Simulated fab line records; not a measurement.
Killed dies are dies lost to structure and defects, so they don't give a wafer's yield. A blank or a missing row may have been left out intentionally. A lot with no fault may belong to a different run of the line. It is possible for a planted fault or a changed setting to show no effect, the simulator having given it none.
fab line records	flow sky130	part 1 of 2: steps 1 to 31 of 43
record: lots: 5	wafers: 15	last_day: 50
route steps=708 shown VT_ADJUST_NCORE@119 VT_ADJUST_HVTR@131 VT_ADJUST_PCH@143 SONOS_TUNNEL@154
lots untouched by any fault: they come from a run of this same line in which no faults occurred
start_h: start of the lot's first displayed wafer, in hours after the record's first day	wait_h: hours from the lot's prior step to this one	" same as the row above	L1.1+2: one row covering several wafers at once	- value missing, or start not given	* or withheld: withheld	< > ~ a bound
route shown NAME@n: names a module that has steps shown in the file, with the first one's number in the route	usual: average and standard deviation across the fault-free wafers	same: alike in all rows	chamber/n: place in a boat	sites: readings site by site	_std_site: how widely they spread, as a standard deviation	_edge_site: the outer-site mean with the inner-site mean subtracted	radius_mm: for every site, how far away it sits from the centre of the wafer	mask NAME#n: copy n	behind: tool/chamber where the wafer was last shaped	hold: why the lot went on hold/how many hours it stayed there/how the hold came to an end	device: whichever transistor did not switch (one of n, p or np)	end of line: at the end of the route, the tests of the same wafers	a step without rows: its recipe alone	killed: at the first sort, the dies lost to defects and structure; wafer yield is something else	map: the dies of a wafer, with x for killed, . for not killed, _ for no die there
set.NAME: the setting the step ran with; set.NAME@STEP: the setting that earlier step ran with	model.NAME: the simulator's own value behind a step, which no gauge read
certain route steps with their lots: each step a table, each wafer a row
services: the hour from which a tool's chamber was out of use, counted from the record's first day as start_h (under 0 if before that day), plus the number of hours and why
== steps ==
step: SKY_VT_ADJUST_NCORE_DEHYDRATE_00
recipe: temp_c: 200	time_s: 60
lot.wafer	tool	chamber	start_h	wait_h
L075.2+3+6	litho_track-04	0	185.81	9.7
L077.1+2+6	litho_track-01	0	201.78	10.1
L081.1+2+6	litho_track-04	0	225.09	10.7
L087.3+5+6	litho_track-01	0	279.03	11.8
L094.1+3+5	litho_track-03	0	326.30	12.8
step: SKY_VT_ADJUST_NCORE_HMDS_01
recipe: prime_time_s: 60	prime_temp_c: 120
lot.wafer	tool	chamber	start_h	wait_h
L075.2+3+6	litho_track-04	0	185.96	0.1
L077.1+2+6	litho_track-01	0	201.93	0.1
L081.1+2+6	litho_track-04	0	225.24	0.1
L087.3+5+6	litho_track-01	0	279.18	0.1
L094.1+3+5	litho_track-03	0	326.45	0.1
step: SKY_VT_ADJUST_NCORE_COAT_02
recipe: resist: NOVOLAK	spin_rpm: 3000	resist_thk_nm: 1140
usual: dispense_pressure_kPa: 54/3.6
lot.wafer	tool	chamber	start_h	wait_h	dispense_pressure_kPa
L075.2	litho_track-04	0	186.11	0.1	56
L075.3	"	0	"	"	56
L075.6	"	0	"	"	56
L077.1	litho_track-01	0	202.08	0.1	56
L077.2	"	0	"	"	56
L077.6	"	0	"	"	56
L081.1	litho_track-04	0	225.39	0.1	56
L081.2	"	0	"	"	56
L081.6	"	0	"	"	56
L087.3	litho_track-01	0	279.33	0.1	56
L087.5	"	0	"	"	56
L087.6	"	0	"	"	56
L094.1	litho_track-03	0	326.60	0.1	48
L094.3	"	0	"	"	48
L094.5	"	0	"	"	48
step: SKY_VT_ADJUST_NCORE_SOFTBAKE_03
recipe: temp_c: 90	time_s: 60	resist: NOVOLAK
lot.wafer	tool	chamber	start_h	wait_h
L075.2+3+6	litho_track-04	0	186.26	0.1
L077.1+2+6	litho_track-01	0	202.23	0.1
L081.1+2+6	litho_track-04	0	225.54	0.1
L087.3+5+6	litho_track-01	0	279.48	0.1
L094.1+3+5	litho_track-03	0	326.75	0.1
step: SKY_VT_ADJUST_NCORE_EXPOSE_04
recipe: mask_id: LVTN_COMPLEMENT_THIN	na: 0.6	source_shape: conventional	sigma_outer: 0.6	polarization: unpolarized	target_cd_nm: 380	dose_mj: 139
lot.wafer	tool	chamber	start_h	wait_h	mask
L075.2+3+6	iline_stepper-02	0	-	-	LVTN_COMPLEMENT_THIN#0
L077.1+2+6	iline_stepper-01	0	-	-	LVTN_COMPLEMENT_THIN#0
L081.1+2+6	iline_stepper-01	0	-	-	LVTN_COMPLEMENT_THIN#0
L087.3+5+6	iline_stepper-02	0	-	-	LVTN_COMPLEMENT_THIN#0
L094.1+3+5	iline_stepper-01	0	-	-	LVTN_COMPLEMENT_THIN#0
step: SKY_VT_ADJUST_NCORE_PEB_05
recipe: temp_c: withheld	time_s: *	resist: NOVOLAK
lot.wafer	tool	chamber	start_h	wait_h
L075.2+3+6	litho_track-04	0	-	-
L077.1+2+6	litho_track-01	0	-	-
L081.1+2+6	litho_track-03	0	-	-
L087.3+5+6	litho_track-01	0	-	-
L094.1+3+5	litho_track-01	0	-	-
step: SKY_VT_ADJUST_NCORE_DEVELOP_06
recipe: resist: NOVOLAK	developer: TMAH	develop_time_s: 60	dev_temp_c: 23
usual: developer_temp_C: 23.01/0.1
lot.wafer	tool	chamber	start_h	wait_h	developer_temp_C
L075.2	litho_track-04	0	197.46	0.1	23.00
L075.3	"	0	"	"	22.98
L075.6	"	0	"	"	23.11
L077.1	litho_track-01	0	213.13	0.1	22.93
L077.2	"	0	"	"	22.94
L077.6	"	0	"	"	23.01
L081.1	litho_track-03	0	237.10	0.1	23.08
L081.2	"	0	"	"	23.01
L081.6	"	0	"	"	22.94
L087.3	litho_track-01	0	290.78	0.1	23.05
L087.5	"	0	"	"	22.79
L087.6	"	0	"	"	23.03
L094.1	litho_track-01	0	340.23	0.1	22.91
L094.3	"	0	"	"	22.85
L094.5	"	0	"	"	23.01
step: SKY_VT_ADJUST_NCORE_CD_MEAS_07
recipe: target_cd_nm: 380
usual: cd_nm: 380.4/2.3
lot.wafer	tool	chamber	start_h	wait_h	cd_nm
L075.2	cd_sem-01	-	197.61	0.1	379.6
L075.3	"	-	"	"	376.4
L075.6	"	-	"	"	376.9
L077.1	cd_sem-01	-	213.28	0.1	376.0
L077.2	"	-	"	"	378.5
L077.6	"	-	"	"	379.7
L081.1	cd_sem-01	-	237.25	0.1	383.1
L081.2	"	-	"	"	382.5
L081.6	"	-	"	"	383.5
L087.3	cd_sem-01	-	290.92	0.1	382.2
L087.5	"	-	"	"	379.9
L087.6	"	-	"	"	382.0
L094.1	cd_sem-02	-	340.38	0.1	380.7
L094.3	"	-	"	"	382.6
L094.5	"	-	"	"	382.5
step: SKY_VT_ADJUST_NCORE_OVL_MEAS_08
usual: VT_ADJUST_NCORE_OVL: -0.6/1.3
lot.wafer	tool	chamber	start_h	wait_h	VT_ADJUST_NCORE_OVL[nm]
L075.2	overlay-02	-	197.71	0.1	-2.7
L075.3	"	-	"	"	-1.4
L075.6	"	-	"	"	-1.7
L077.1	overlay-02	-	213.40	0.1	-0.2
L077.2	"	-	"	"	-2.2
L077.6	"	-	"	"	-1.1
L081.1	overlay-02	-	237.37	0.1	-0.7
L081.2	"	-	"	"	-1.3
L081.6	"	-	"	"	-2.4
L087.3	overlay-01	-	291.01	0.1	-1.2
L087.5	"	-	"	"	-2.5
L087.6	"	-	"	"	-0.3
L094.1	overlay-02	-	340.50	0.1	0.0
L094.3	"	-	"	"	1.1
L094.5	"	-	"	"	1.5
step: SKY_VT_ADJUST_NCORE_IMPLANT_09
recipe: species: B	energy_kev: 10	dose_cm2: 2.4e+12	tilt_deg: withheld
usual: beam_on_s: 9.98/0.21
same: implant_ion_amu: 11
lot.wafer	tool	chamber	start_h	wait_h	beam_on_s
L075.2	implanter-04	0	197.77	0.0	10.16
L075.3	"	0	"	"	10.04
L075.6	"	0	"	"	10.05
L077.1	implanter-03	0	213.43	0.0	10.48
L077.2	"	0	"	"	10.01
L077.6	"	0	"	"	10.26
L081.1	implanter-04	0	237.41	0.0	9.81
L081.2	"	0	"	"	9.99
L081.6	"	0	"	"	10.18
L087.3	implanter-02	0	291.08	0.1	9.91
L087.5	"	0	"	"	10.02
L087.6	"	0	"	"	10.19
L094.1	implanter-04	0	340.53	0.0	9.74
L094.3	"	0	"	"	9.85
L094.5	"	0	"	"	10.25
step: SKY_VT_ADJUST_NCORE_STRIP_10
recipe: chemistry: O2/N2	power_w: 1400	pressure_mtorr: 1500	platen_temp_c: withheld	o2_flow_sccm: 3000	n2_flow_sccm: 300	overash_fraction: 0.5
usual: chamber_pressure_mTorr: 1500.1/1.3	drypump_motor_current_A: 5.6/0.5	oes_product_au: 0.716/0.0046	strip_time_to_endpoint_s: 14.18/0.038
lot.wafer	tool	chamber	start_h	wait_h	chamber_pressure_mTorr	drypump_motor_current_A	oes_product_au	rf_hours_counter_h	strip_time_to_endpoint_s
L075.2	plasma_asher-01	0	197.89	0.1	1500.4	5.7	0.711	40	14.23
L075.3	"	0	"	"	1501.3	5.7	0.718	-	14.27
L075.6	"	0	"	"	1497.5	5.6	0.720	-	14.21
L077.1	plasma_asher-03	1	213.58	0.1	1500.5	5.8	0.728	51	14.16
L077.2	"	0	"	"	1498.5	6.3	0.713	51	14.17
L077.6	"	0	"	"	1498.4	6.4	0.709	-	14.14
L081.1	plasma_asher-02	1	237.56	0.1	1502.6	5.6	0.714	12	14.14
L081.2	"	0	"	"	1500.6	5.1	0.715	12	14.14
L081.6	"	1	"	"	1502.2	5.6	0.712	-	14.16
L087.3	plasma_asher-03	0	291.22	0.1	1502.2	6.3	0.716	-	14.14
L087.5	"	1	"	"	1502.3	5.8	0.717	-	14.21
L087.6	"	0	"	"	1498.3	6.3	0.713	-	14.13
L094.1	plasma_asher-03	1	340.68	0.1	1501.7	5.8	0.714	63	14.25
L094.3	"	1	"	"	1501.2	5.8	0.711	-	14.20
L094.5	"	1	"	"	1497.5	5.8	0.718	-	14.26
step: SKY_VT_ADJUST_NCORE_TW_MEAS_11
usual: VT_ADJUST_NCORE_TW: 218.8/1.5
lot.wafer	tool	chamber	start_h	wait_h	VT_ADJUST_NCORE_TW
L075.2	film_metro-02	-	198.00	0.1	217.0
L075.3	"	-	"	"	216.1
L075.6	"	-	"	"	216.2
L077.1	film_metro-01	-	213.68	0.1	219.8
L077.2	"	-	"	"	220.1
L077.6	"	-	"	"	218.8
L081.1	film_metro-02	-	237.66	0.1	218.1
L081.2	"	-	"	"	216.5
L081.6	"	-	"	"	216.5
L087.3	film_metro-01	-	291.30	0.1	218.9
L087.5	"	-	"	"	218.0
L087.6	"	-	"	"	218.4
L094.1	film_metro-02	-	340.78	0.1	219.8
L094.3	"	-	"	"	217.9
L094.5	"	-	"	"	217.7
step: SKY_VT_ADJUST_HVTR_DEHYDRATE_00
recipe: temp_c: 200	time_s: 60
lot.wafer	tool	chamber	start_h	wait_h
L075.2+3+6	litho_track-03	0	207.48	9.5
L077.1+2+6	litho_track-03	0	224.30	10.6
L081.1+2+6	litho_track-01	0	248.08	10.4
L087.3+5+6	litho_track-02	0	303.62	12.3
L094.1+3+5	litho_track-01	0	353.78	13.0
step: SKY_VT_ADJUST_HVTR_HMDS_01
recipe: prime_time_s: 60	prime_temp_c: 120
lot.wafer	tool	chamber	start_h	wait_h
L075.2+3+6	litho_track-03	0	207.63	0.1
L077.1+2+6	litho_track-03	0	224.45	0.1
L081.1+2+6	litho_track-01	0	248.23	0.1
L087.3+5+6	litho_track-02	0	303.77	0.1
L094.1+3+5	litho_track-01	0	353.93	0.1
step: SKY_VT_ADJUST_HVTR_COAT_02
recipe: resist: NOVOLAK	spin_rpm: 3000	resist_thk_nm: 1140
usual: dispense_pressure_kPa: 52/3.5
lot.wafer	tool	chamber	start_h	wait_h	dispense_pressure_kPa
L075.2	litho_track-03	0	207.78	0.1	48
L075.3	"	0	"	"	48
L075.6	"	0	"	"	48
L077.1	litho_track-03	0	224.60	0.1	48
L077.2	"	0	"	"	48
L077.6	"	0	"	"	48
L081.1	litho_track-01	0	248.38	0.1	56
L081.2	"	0	"	"	56
L081.6	"	0	"	"	56
L087.3	litho_track-02	0	303.92	0.1	52
L087.5	"	0	"	"	52
L087.6	"	0	"	"	52
L094.1	litho_track-01	0	354.08	0.1	56
L094.3	"	0	"	"	56
L094.5	"	0	"	"	56
step: SKY_VT_ADJUST_HVTR_SOFTBAKE_03
recipe: temp_c: 90	time_s: 60	resist: NOVOLAK
lot.wafer	tool	chamber	start_h	wait_h
L075.2+3+6	litho_track-03	0	207.93	0.1
L077.1+2+6	litho_track-03	0	224.75	0.1
L081.1+2+6	litho_track-01	0	248.53	0.1
L087.3+5+6	litho_track-02	0	304.07	0.1
L094.1+3+5	litho_track-01	0	354.23	0.1
step: SKY_VT_ADJUST_HVTR_EXPOSE_04
recipe: mask_id: HVTRM	target_cd_nm: 380	na: 0.6	source_shape: conventional	sigma_outer: 0.6	dose_mj: 150
lot.wafer	tool	chamber	start_h	wait_h	mask
L075.2+3+6	iline_stepper-02	0	-	-	HVTRM#0
L077.1+2+6	iline_stepper-02	0	-	-	HVTRM#0
L081.1+2+6	iline_stepper-02	0	-	-	HVTRM#0
L087.3+5+6	iline_stepper-01	0	-	-	HVTRM#0
L094.1+3+5	iline_stepper-02	0	-	-	HVTRM#0
step: SKY_VT_ADJUST_HVTR_PEB_05
recipe: temp_c: withheld	time_s: *	resist: NOVOLAK
lot.wafer	tool	chamber	start_h	wait_h
L075.2+3+6	litho_track-02	0	-	-
L077.1+2+6	litho_track-03	0	-	-
L081.1+2+6	litho_track-03	0	-	-
L087.3+5+6	litho_track-03	0	-	-
L094.1+3+5	litho_track-03	0	-	-
step: SKY_VT_ADJUST_HVTR_DEVELOP_06
recipe: develop_time_s: 60	dev_temp_c: 23
usual: developer_temp_C: 22.97/0.1
lot.wafer	tool	chamber	start_h	wait_h	developer_temp_C
L075.2	litho_track-02	0	218.70	0.1	22.80
L075.3	"	0	"	"	23.05
L075.6	"	0	"	"	23.03
L077.1	litho_track-03	0	236.15	0.1	22.98
L077.2	"	0	"	"	22.72
L077.6	"	0	"	"	22.86
L081.1	litho_track-03	0	260.25	0.1	22.88
L081.2	"	0	"	"	23.06
L081.6	"	0	"	"	22.89
L087.3	litho_track-03	0	316.35	0.1	22.82
L087.5	"	0	"	"	22.97
L087.6	"	0	"	"	22.85
L094.1	litho_track-03	0	367.70	0.1	23.14
L094.3	"	0	"	"	23.14
L094.5	"	0	"	"	23.22
step: SKY_VT_ADJUST_HVTR_CD_MEAS_07
recipe: target_cd_nm: 380
usual: cd_nm: 379.5/2.4
lot.wafer	tool	chamber	start_h	wait_h	cd_nm
L075.2	cd_sem-01	-	218.84	0.1	379.1
L075.3	"	-	"	"	379.5
L075.6	"	-	"	"	380.4
L077.1	cd_sem-02	-	236.30	0.1	379.2
L077.2	"	-	"	"	379.8
L077.6	"	-	"	"	379.6
L081.1	cd_sem-02	-	260.40	0.1	377.4
L081.2	"	-	"	"	379.3
L081.6	"	-	"	"	379.1
L087.3	cd_sem-01	-	316.49	0.1	382.0
L087.5	"	-	"	"	381.7
L087.6	"	-	"	"	381.7
L094.1	cd_sem-01	-	367.85	0.1	379.3
L094.3	"	-	"	"	380.1
L094.5	"	-	"	"	377.8
step: SKY_VT_ADJUST_HVTR_OVL_MEAS_08
usual: VT_ADJUST_HVTR_OVL: -0.4/1.5
lot.wafer	tool	chamber	start_h	wait_h	VT_ADJUST_HVTR_OVL[nm]
L075.2	overlay-02	-	218.95	0.1	-1.0
L075.3	"	-	"	"	-0.4
L075.6	"	-	"	"	-0.9
L077.1	overlay-01	-	236.42	0.1	0.1
L077.2	"	-	"	"	1.2
L077.6	"	-	"	"	-0.7
L081.1	overlay-02	-	260.52	0.1	-0.4
L081.2	"	-	"	"	-1.1
L081.6	"	-	"	"	-1.1
L087.3	overlay-01	-	316.59	0.1	0.1
L087.5	"	-	"	"	0.6
L087.6	"	-	"	"	0.9
L094.1	overlay-01	-	367.97	0.1	1.1
L094.3	"	-	"	"	-0.3
L094.5	"	-	"	"	-2.0
step: SKY_VT_ADJUST_HVTR_IMPLANT_09
recipe: species: B	energy_kev: 10	dose_cm2: 2.1e+12	tilt_deg: withheld
usual: beam_on_s: 9.99/0.19
same: implant_ion_amu: 11
lot.wafer	tool	chamber	start_h	wait_h	beam_on_s
L075.2	implanter-03	0	219.00	0.0	10.07
L075.3	"	0	"	"	9.91
L075.6	"	0	"	"	9.94
L077.1	implanter-01	0	236.46	0.0	10.32
L077.2	"	0	"	"	10.04
L077.6	"	0	"	"	10.10
L081.1	implanter-01	0	260.56	0.0	10.10
L081.2	"	0	"	"	9.84
L081.6	"	0	"	"	10.16
L087.3	implanter-04	0	316.66	0.1	9.54
L087.5	"	0	"	"	9.88
L087.6	"	0	"	"	9.93
L094.1	implanter-04	0	368.01	0.0	10.18
L094.3	"	0	"	"	9.74
L094.5	"	0	"	"	9.85
step: SKY_VT_ADJUST_HVTR_STRIP_10
recipe: chemistry: O2/N2	power_w: 1400	pressure_mtorr: 1500	platen_temp_c: withheld	o2_flow_sccm: 3000	n2_flow_sccm: 300	overash_fraction: 0.5
usual: chamber_pressure_mTorr: 1500.0/1.4	drypump_motor_current_A: 5.5/0.56	oes_product_au: 0.716/0.0045	strip_time_to_endpoint_s: 14.18/0.037
lot.wafer	tool	chamber	start_h	wait_h	chamber_pressure_mTorr	drypump_motor_current_A	oes_product_au	rf_hours_counter_h	strip_time_to_endpoint_s
L075.2	plasma_asher-03	1	219.13	0.1	1500.6	5.8	0.716	51	14.09
L075.3	"	1	"	"	1500.6	5.8	0.715	-	14.13
L075.6	"	1	"	"	1501.4	5.8	0.706	-	14.12
L077.1	plasma_asher-04	1	236.61	0.1	1498.6	4.9	0.725	55	14.20
L077.2	"	0	"	"	1498.3	5.2	0.706	55	14.19
L077.6	"	1	"	"	1501.3	4.9	0.710	-	14.20
L081.1	plasma_asher-04	1	260.71	0.1	1498.1	4.9	0.721	57	14.18
L081.2	"	0	"	"	1502.6	5.2	0.708	57	14.21
L081.6	"	0	"	"	1501.0	5.2	0.719	-	14.19
L087.3	plasma_asher-03	1	316.79	0.1	1500.9	5.8	0.716	-	14.17
L087.5	"	0	"	"	1500.3	6.3	0.714	-	14.15
L087.6	"	1	"	"	1499.7	5.8	0.719	-	14.18
L094.1	plasma_asher-04	0	368.16	0.1	1498.0	5.2	0.713	68	14.19
L094.3	"	1	"	"	1500.5	4.8	0.721	-	14.19
L094.5	"	0	"	"	1501.0	5.2	0.717	-	14.16
step: SKY_VT_ADJUST_HVTR_TW_MEAS_11
usual: VT_ADJUST_HVTR_TW: 211.5/1.5
lot.wafer	tool	chamber	start_h	wait_h	VT_ADJUST_HVTR_TW
L075.2	film_metro-03	-	219.24	0.1	211.9
L075.3	"	-	"	"	211.2
L075.6	"	-	"	"	211.2
L077.1	film_metro-02	-	236.71	0.1	207.7
L077.2	"	-	"	"	208.8
L077.6	"	-	"	"	209.6
L081.1	film_metro-02	-	260.81	0.1	208.9
L081.2	"	-	"	"	208.7
L081.6	"	-	"	"	209.2
L087.3	film_metro-03	-	316.88	0.1	212.4
L087.5	"	-	"	"	211.1
L087.6	"	-	"	"	212.4
L094.1	film_metro-02	-	368.26	0.1	210.3
L094.3	"	-	"	"	209.0
L094.5	"	-	"	"	210.0
step: SKY_VT_ADJUST_PCH_DEHYDRATE_00
recipe: temp_c: 200	time_s: 60
lot.wafer	tool	chamber	start_h	wait_h
L075.2+3+6	litho_track-01	0	228.70	9.5
L077.1+2+6	litho_track-04	0	247.39	10.7
L081.1+2+6	litho_track-04	0	272.99	12.2
L087.3+5+6	litho_track-01	0	329.08	12.2
L094.1+3+5	litho_track-02	0	382.37	14.1
step: SKY_VT_ADJUST_PCH_HMDS_01
recipe: prime_time_s: 60	prime_temp_c: 120
lot.wafer	tool	chamber	start_h	wait_h
L075.2+3+6	litho_track-01	0	228.85	0.1
L077.1+2+6	litho_track-04	0	247.54	0.1
L081.1+2+6	litho_track-04	0	273.14	0.1
L087.3+5+6	litho_track-01	0	329.23	0.1
L094.1+3+5	litho_track-02	0	382.52	0.1
step: SKY_VT_ADJUST_PCH_COAT_02
recipe: spin_rpm: 2000	resist_thk_nm: 3000
usual: dispense_pressure_kPa: 54.8/2.2
lot.wafer	tool	chamber	start_h	wait_h	dispense_pressure_kPa
L075.2	litho_track-01	0	229.00	0.1	56.5
L075.3	"	0	"	"	56.4
L075.6	"	0	"	"	56.5
L077.1	litho_track-04	0	247.69	0.1	56.2
L077.2	"	0	"	"	56.2
L077.6	"	0	"	"	56.3
L081.1	litho_track-04	0	273.29	0.1	56.3
L081.2	"	0	"	"	56.2
L081.6	"	0	"	"	56.2
L087.3	litho_track-01	0	329.38	0.1	56.6
L087.5	"	0	"	"	56.5
L087.6	"	0	"	"	56.6
L094.1	litho_track-02	0	382.67	0.1	51.6
L094.3	"	0	"	"	51.6
L094.5	"	0	"	"	51.6
step: SKY_VT_ADJUST_PCH_SOFTBAKE_03
recipe: temp_c: 110	time_s: withheld
lot.wafer	tool	chamber	start_h	wait_h
L075.2+3+6	litho_track-01	0	229.16	0.1
L077.1+2+6	litho_track-04	0	247.84	0.1
L081.1+2+6	litho_track-04	0	273.44	0.1
L087.3+5+6	litho_track-01	0	329.54	0.1
L094.1+3+5	litho_track-02	0	382.82	0.1
step: SKY_VT_ADJUST_PCH_EXPOSE_04
recipe: mask_id: NWM	na: 0.6	source_shape: conventional	sigma_outer: 0.6	polarization: unpolarized	target_cd_nm: 840	dose_mj: 255
lot.wafer	tool	chamber	start_h	wait_h	mask
L075.2+3+6	iline_stepper-01	0	-	-	NWM#0
L077.1+2+6	iline_stepper-02	0	-	-	NWM#0
L081.1+2+6	iline_stepper-01	0	-	-	NWM#0
L087.3+5+6	iline_stepper-02	0	-	-	NWM#0
L094.1+3+5	iline_stepper-01	0	-	-	NWM#0
step: SKY_VT_ADJUST_PCH_PEB_05
recipe: temp_c: 115	time_s: withheld
lot.wafer	tool	chamber	start_h	wait_h
L075.2+3+6	litho_track-04	0	-	-
L077.1+2+6	litho_track-02	0	-	-
L081.1+2+6	litho_track-02	0	-	-
L087.3+5+6	litho_track-04	0	-	-
L094.1+3+5	litho_track-04	0	-	-
step: SKY_VT_ADJUST_PCH_DEVELOP_06
recipe: wall_angle_deg: 90	developer: TMAH	develop_time_s: 60	dev_temp_c: 23
usual: developer_temp_C: 23.01/0.1
lot.wafer	tool	chamber	start_h	wait_h	developer_temp_C
L075.2	litho_track-04	0	-	-	22.96
L075.3	"	0	"	"	22.91
L075.6	"	0	"	"	23.02
L077.1	litho_track-02	0	-	-	23.00
L077.2	"	0	"	"	22.80
L077.6	"	0	"	"	23.02
L081.1	litho_track-02	0	-	-	23.00
L081.2	"	0	"	"	23.07
L081.6	"	0	"	"	22.88
L087.3	litho_track-04	0	-	-	23.02
L087.5	"	0	"	"	23.02
L087.6	"	0	"	"	23.06
L094.1	litho_track-04	0	-	-	22.95
L094.3	"	0	"	"	22.89
L094.5	"	0	"	"	22.99
